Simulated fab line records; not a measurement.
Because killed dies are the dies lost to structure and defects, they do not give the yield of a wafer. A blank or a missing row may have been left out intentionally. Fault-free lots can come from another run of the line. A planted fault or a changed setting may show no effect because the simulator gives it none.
Which tool did it? || flow gf180mcu || 33 wafers from 11 lots sampled at 6 of the route's 602 steps

## WHAT EACH GAUGE READ, for each wafer
GF_HV_LDD_TW_MEAS_11. Usual: HV_LDD_TW 2378, standard deviation 21.
{"lot": "L464", "measured": "day 10 16:27", "on": "film_metro-04", "HV_LDD_TW": "2351 2351 2350", "flag": ""}
{"lot": "L465", "measured": "day 10 22:34", "on": "film_metro-04", "HV_LDD_TW": "2349 2356 2351", "flag": ""}
{"lot": "L469", "measured": "day 12 06:23", "on": "film_metro-03", "HV_LDD_TW": "2282 2292 2288 2289 2282 2283", "flag": "OFF"}
{"lot": "L471", "measured": "day 12 23:26", "on": "film_metro-03", "HV_LDD_TW": "2277 2277 2281 2273 2271 2266", "flag": "OFF"}
{"lot": "L472", "measured": "day 13 03:08", "on": "film_metro-04", "HV_LDD_TW": "2260 2260 2239 2245 2249 2253", "flag": "OFF"}
{"lot": "L473", "measured": "day 13 17:29", "on": "film_metro-03", "HV_LDD_TW": "2389 2387 2391", "flag": ""}
{"lot": "L475", "measured": "day 14 04:56", "on": "film_metro-04", "HV_LDD_TW": "2370 2368 2336", "flag": ""}
{"lot": "L479", "measured": "day 15 07:41", "on": "film_metro-04", "HV_LDD_TW": "2370 2377 2367", "flag": ""}
{"lot": "L482", "measured": "day 16 08:59", "on": "film_metro-04", "HV_LDD_TW": "2367 2374 2363", "flag": ""}
{"lot": "L483", "measured": "day 16 14:56", "on": "film_metro-04", "HV_LDD_TW": "2352 2365 2355", "flag": ""}
{"lot": "L485", "measured": "day 17 07:14", "on": "film_metro-03", "HV_LDD_TW": "2392 2381 2385", "flag": ""}

GF_HV_LDD_RS_MEAS_53: measurement is done with a four-point probe. Usual: HV_LDD_RS 419.1 ohm/sq, standard deviation 1.1.
{"lot": "L464", "measured": "day 13 02:17", "on": "film_metro-04", "HV_LDD_RS (ohm/sq)": "417.5 416.3 417.3", "flag": ""}
{"lot": "L465", "measured": "day 13 09:36", "on": "film_metro-03", "HV_LDD_RS (ohm/sq)": "419.4 420.3 420.5", "flag": ""}
{"lot": "L469", "measured": "day 14 19:14", "on": "film_metro-03", "HV_LDD_RS (ohm/sq)": "452.4 452.2 453.0 453.4 453.2 453.0", "flag": "OFF"}
{"lot": "L471", "measured": "day 15 14:28", "on": "film_metro-03", "HV_LDD_RS (ohm/sq)": "454.0 453.8 453.5 454.1 453.8 453.5", "flag": "OFF"}
{"lot": "L472", "measured": "day 15 17:52", "on": "film_metro-03", "HV_LDD_RS (ohm/sq)": "454.1 454.4 453.2 453.6 453.6 454.0", "flag": "OFF"}
{"lot": "L473", "measured": "day 16 09:24", "on": "film_metro-04", "HV_LDD_RS (ohm/sq)": "418.3 417.7 418.9", "flag": ""}
{"lot": "L475", "measured": "day 16 22:46", "on": "film_metro-03", "HV_LDD_RS (ohm/sq)": "420.3 420.1 421.8", "flag": ""}
{"lot": "L479", "measured": "day 18 04:02", "on": "film_metro-01", "HV_LDD_RS (ohm/sq)": "419.9 419.9 418.0", "flag": ""}
{"lot": "L482", "measured": "day 19 09:02", "on": "film_metro-03", "HV_LDD_RS (ohm/sq)": "419.6 417.7 419.9", "flag": ""}
{"lot": "L483", "measured": "day 19 14:52", "on": "film_metro-03", "HV_LDD_RS (ohm/sq)": "420.4 421.3 420.2", "flag": ""}
{"lot": "L485", "measured": "day 20 09:01", "on": "film_metro-01", "HV_LDD_RS (ohm/sq)": "419.0 418.1 418.4", "flag": ""}

GF_V1_THK_MEAS_03. Usual: V1_CVD_02_THK 851 nm, standard deviation 10.
{"lot": "L464", "measured": "day 17 20:26", "on": "film_metro-03", "V1_CVD_02_THK (nm)": "844 860 857", "flag": ""}
{"lot": "L465", "measured": "day 18 04:11", "on": "film_metro-02", "V1_CVD_02_THK (nm)": "836 856 860", "flag": ""}
{"lot": "L469", "measured": "day 19 22:19", "on": "film_metro-02", "V1_CVD_02_THK (nm)": "845 838 854", "flag": ""}
{"lot": "L471", "measured": "day 20 19:01", "on": "film_metro-04", "V1_CVD_02_THK (nm)": "832 839 855", "flag": ""}
{"lot": "L472", "measured": "day 20 23:16", "on": "film_metro-03", "V1_CVD_02_THK (nm)": "847 846 865", "flag": ""}
{"lot": "L473", "measured": "day 21 15:11", "on": "film_metro-03", "V1_CVD_02_THK (nm)": "855 870 863", "flag": ""}
{"lot": "L475", "measured": "day 22 06:25", "on": "film_metro-04", "V1_CVD_02_THK (nm)": "857 866 860", "flag": ""}
{"lot": "L479", "measured": "day 23 12:04", "on": "film_metro-02", "V1_CVD_02_THK (nm)": "842 844 836", "flag": ""}
{"lot": "L482", "measured": "day 24 12:28", "on": "film_metro-03", "V1_CVD_02_THK (nm)": "842 871 864", "flag": ""}
{"lot": "L483", "measured": "day 24 19:25", "on": "film_metro-03", "V1_CVD_02_THK (nm)": "855 855 865", "flag": ""}
{"lot": "L485", "measured": "day 25 11:34", "on": "film_metro-03", "V1_CVD_02_THK (nm)": "853 847 850", "flag": ""}

## WHICH TOOL RAN EACH LOT (tool, then ch and the chambers of the sampled wafers, then the start)
{"lot": "L464", "GF_HV_LDD_IMPLANT_09": "implanter-03 ch 0, day 10 16:13", "GF_M1_SPUTTER_01": "pvd_sputter-01, day 16 19:34", "GF_M1_SPUTTER_03": "pvd_sputter-01, day 16 19:37"}
{"lot": "L465", "GF_HV_LDD_IMPLANT_09": "implanter-01 ch 0, day 10 22:20", "GF_M1_SPUTTER_01": "pvd_sputter-01, day 17 04:02", "GF_M1_SPUTTER_03": "pvd_sputter-01, day 17 04:05"}
{"lot": "L469", "GF_HV_LDD_IMPLANT_09": "implanter-03 ch 0, day 12 06:08", "GF_M1_SPUTTER_01": "pvd_sputter-04, day 18 20:30", "GF_M1_SPUTTER_03": "pvd_sputter-04, day 18 20:34"}
{"lot": "L471", "GF_HV_LDD_IMPLANT_09": "implanter-03 ch 0, day 12 23:11", "GF_M1_SPUTTER_01": "pvd_sputter-03, day 19 17:50", "GF_M1_SPUTTER_03": "pvd_sputter-03, day 19 17:53"}
{"lot": "L472", "GF_HV_LDD_IMPLANT_09": "implanter-03 ch 0, day 13 02:53", "GF_M1_SPUTTER_01": "pvd_sputter-03, day 19 21:52", "GF_M1_SPUTTER_03": "pvd_sputter-03, day 19 21:55"}
{"lot": "L473", "GF_HV_LDD_IMPLANT_09": "implanter-01 ch 0, day 13 17:14", "GF_M1_SPUTTER_01": "pvd_sputter-01, day 20 14:37", "GF_M1_SPUTTER_03": "pvd_sputter-01, day 20 14:40"}
{"lot": "L475", "GF_HV_LDD_IMPLANT_09": "implanter-02 ch 0, day 14 04:43", "GF_M1_SPUTTER_01": "pvd_sputter-04, day 21 06:00", "GF_M1_SPUTTER_03": "pvd_sputter-04, day 21 06:04"}
{"lot": "L479", "GF_HV_LDD_IMPLANT_09": "implanter-03 ch 0, day 15 07:26", "GF_M1_SPUTTER_01": "pvd_sputter-04, day 22 11:31", "GF_M1_SPUTTER_03": "pvd_sputter-04, day 22 11:35"}
{"lot": "L482", "GF_HV_LDD_IMPLANT_09": "implanter-02 ch 0, day 16 08:38", "GF_M1_SPUTTER_01": "pvd_sputter-01, day 23 13:32", "GF_M1_SPUTTER_03": "pvd_sputter-01, day 23 13:35"}
{"lot": "L483", "GF_HV_LDD_IMPLANT_09": "implanter-03 ch 0, day 16 14:41", "GF_M1_SPUTTER_01": "pvd_sputter-04, day 23 19:47", "GF_M1_SPUTTER_03": "pvd_sputter-04, day 23 19:51"}
{"lot": "L485", "GF_HV_LDD_IMPLANT_09": "implanter-03 ch 0, day 17 06:59", "GF_M1_SPUTTER_01": "pvd_sputter-01, day 24 12:35", "GF_M1_SPUTTER_03": "pvd_sputter-01, day 24 12:39"}
- GF_HV_LDD_IMPLANT_09
- GF_M1_SPUTTER_01: material TiN, target thk 30 nm, time 25 s.
- GF_M1_SPUTTER_03: material Ti, target thk 10 nm, time 6.7 s.

## WHAT THE TOOLS THEMSELVES READ (means of the sampled wafers that have a number; where no wafer has one, the mark that the record gives instead)
GF_HV_LDD_IMPLANT_09. Usual: dose_ions_cm2 9.998e+13, standard deviation 1.2e+11; end_station_pressure_torr 5.47e-06 Torr, standard deviation 2.8e-07; faraday_current_uA 563, standard deviation 12.
{"lot": "L464", "tool": "implanter-03", "dose_ions_cm2": 9.997e+13, "end_station_pressure_torr (Torr)": 5.53e-06, "faraday_current_uA": 568, "flag": ""}
{"lot": "L465", "tool": "implanter-01", "dose_ions_cm2": 1.001e+14, "end_station_pressure_torr (Torr)": 5.53e-06, "faraday_current_uA": 574, "flag": ""}
{"lot": "L469", "tool": "implanter-03", "dose_ions_cm2": 8.321e+13, "end_station_pressure_torr (Torr)": 5.33e-06, "faraday_current_uA": 460, "flag": "OFF"}
{"lot": "L471", "tool": "implanter-03", "dose_ions_cm2": 8.321e+13, "end_station_pressure_torr (Torr)": 5.39e-06, "faraday_current_uA": 472, "flag": "OFF"}
{"lot": "L472", "tool": "implanter-03", "dose_ions_cm2": 8.323e+13, "end_station_pressure_torr (Torr)": 5.49e-06, "faraday_current_uA": 471, "flag": "OFF"}
{"lot": "L473", "tool": "implanter-01", "dose_ions_cm2": 9.988e+13, "end_station_pressure_torr (Torr)": 5.42e-06, "faraday_current_uA": 564, "flag": ""}
{"lot": "L475", "tool": "implanter-02", "dose_ions_cm2": 9.995e+13, "end_station_pressure_torr (Torr)": 5.40e-06, "faraday_current_uA": 564, "flag": ""}
{"lot": "L479", "tool": "implanter-03", "dose_ions_cm2": 9.997e+13, "end_station_pressure_torr (Torr)": 5.41e-06, "faraday_current_uA": 572, "flag": ""}
{"lot": "L482", "tool": "implanter-02", "dose_ions_cm2": 1.000e+14, "end_station_pressure_torr (Torr)": 5.56e-06, "faraday_current_uA": 567, "flag": ""}
{"lot": "L483", "tool": "implanter-03", "dose_ions_cm2": 9.995e+13, "end_station_pressure_torr (Torr)": 5.42e-06, "faraday_current_uA": 563, "flag": ""}
{"lot": "L485", "tool": "implanter-03", "dose_ions_cm2": 9.976e+13, "end_station_pressure_torr (Torr)": 5.43e-06, "faraday_current_uA": 558, "flag": ""}

GF_M1_SPUTTER_01. Usual: cathode_dc_power_W 6500.2 W, standard deviation 1.1; throttle_valve_pct 30.3 %, standard deviation 0.75.
{"lot": "L464", "tool": "pvd_sputter-01", "cathode_dc_power_W (W)": 6501.0, "throttle_valve_pct (%)": 30.1, "flag": ""}
{"lot": "L465", "tool": "pvd_sputter-01", "cathode_dc_power_W (W)": 6499.8, "throttle_valve_pct (%)": 30.2, "flag": ""}
{"lot": "L469", "tool": "pvd_sputter-04", "cathode_dc_power_W (W)": 6499.6, "throttle_valve_pct (%)": 30.0, "flag": ""}
{"lot": "L471", "tool": "pvd_sputter-03", "cathode_dc_power_W (W)": 6499.7, "throttle_valve_pct (%)": 30.4, "flag": ""}
{"lot": "L472", "tool": "pvd_sputter-03", "cathode_dc_power_W (W)": 6500.7, "throttle_valve_pct (%)": 30.2, "flag": ""}
{"lot": "L473", "tool": "pvd_sputter-01", "cathode_dc_power_W (W)": 6500.1, "throttle_valve_pct (%)": 30.0, "flag": ""}
{"lot": "L475", "tool": "pvd_sputter-04", "cathode_dc_power_W (W)": 6500.8, "throttle_valve_pct (%)": 30.3, "flag": ""}
{"lot": "L479", "tool": "pvd_sputter-04", "cathode_dc_power_W (W)": 6499.5, "throttle_valve_pct (%)": 30.3, "flag": ""}
{"lot": "L482", "tool": "pvd_sputter-01", "cathode_dc_power_W (W)": 6500.7, "throttle_valve_pct (%)": 30.4, "flag": ""}
{"lot": "L483", "tool": "pvd_sputter-04", "cathode_dc_power_W (W)": 6501.1, "throttle_valve_pct (%)": 30.4, "flag": ""}
{"lot": "L485", "tool": "pvd_sputter-01", "cathode_dc_power_W (W)": 6500.1, "throttle_valve_pct (%)": 29.9, "flag": ""}

GF_M1_SPUTTER_03. Usual: cathode_dc_power_W 2999.9 W, standard deviation 0.54; throttle_valve_pct 30.3 %, standard deviation 0.75.
{"lot": "L464", "tool": "pvd_sputter-01", "cathode_dc_power_W (W)": 2999.8, "throttle_valve_pct (%)": 30.1, "flag": ""}
{"lot": "L465", "tool": "pvd_sputter-01", "cathode_dc_power_W (W)": 3000.1, "throttle_valve_pct (%)": 30.3, "flag": ""}
{"lot": "L469", "tool": "pvd_sputter-04", "cathode_dc_power_W (W)": 2999.7, "throttle_valve_pct (%)": 30.2, "flag": ""}
{"lot": "L471", "tool": "pvd_sputter-03", "cathode_dc_power_W (W)": 2999.9, "throttle_valve_pct (%)": 30.5, "flag": ""}
{"lot": "L472", "tool": "pvd_sputter-03", "cathode_dc_power_W (W)": 2999.9, "throttle_valve_pct (%)": 30.0, "flag": ""}
{"lot": "L473", "tool": "pvd_sputter-01", "cathode_dc_power_W (W)": 3000.2, "throttle_valve_pct (%)": 30.0, "flag": ""}
{"lot": "L475", "tool": "pvd_sputter-04", "cathode_dc_power_W (W)": 3000.3, "throttle_valve_pct (%)": 30.3, "flag": ""}
{"lot": "L479", "tool": "pvd_sputter-04", "cathode_dc_power_W (W)": 2999.8, "throttle_valve_pct (%)": 30.6, "flag": ""}
{"lot": "L482", "tool": "pvd_sputter-01", "cathode_dc_power_W (W)": 2999.8, "throttle_valve_pct (%)": 30.4, "flag": ""}
{"lot": "L483", "tool": "pvd_sputter-04", "cathode_dc_power_W (W)": 3000.7, "throttle_valve_pct (%)": 30.5, "flag": ""}
{"lot": "L485", "tool": "pvd_sputter-01", "cathode_dc_power_W (W)": 3000.1, "throttle_valve_pct (%)": 29.8, "flag": ""}

## THE ANSWER, worked out from the rows above alone
Rule: take the mean of a lot's wafers that have a number; if it is more than 3 standard deviations from the usual mean, the lot is off. A lot without any number at a reading at which 4 lots or more have one is off too. Any other lot the step has rows for is counted as sound. First the gauges in route order, then the tools' own readings, where a lot's mean is used as printed above. The first step at which some lot is off is used, and at that step the reading that is off furthest; a lot without a number counts as furthest.
Off: L469, L471, L472, at GF_HV_LDD_TW_MEAS_11 (HV_LDD_TW).
If a tool, at a process step before that reading, ran all the lots that are off and no sound lot after the first of them, it fits. The gauges at GF_HV_LDD_TW_MEAS_11 aren't tried: what is off there is off at GF_HV_LDD_IMPLANT_09 too, on other tools, and a gauge's error can't cause that. None of those tried fits.

## WHAT THE SIMULATOR PUT IN
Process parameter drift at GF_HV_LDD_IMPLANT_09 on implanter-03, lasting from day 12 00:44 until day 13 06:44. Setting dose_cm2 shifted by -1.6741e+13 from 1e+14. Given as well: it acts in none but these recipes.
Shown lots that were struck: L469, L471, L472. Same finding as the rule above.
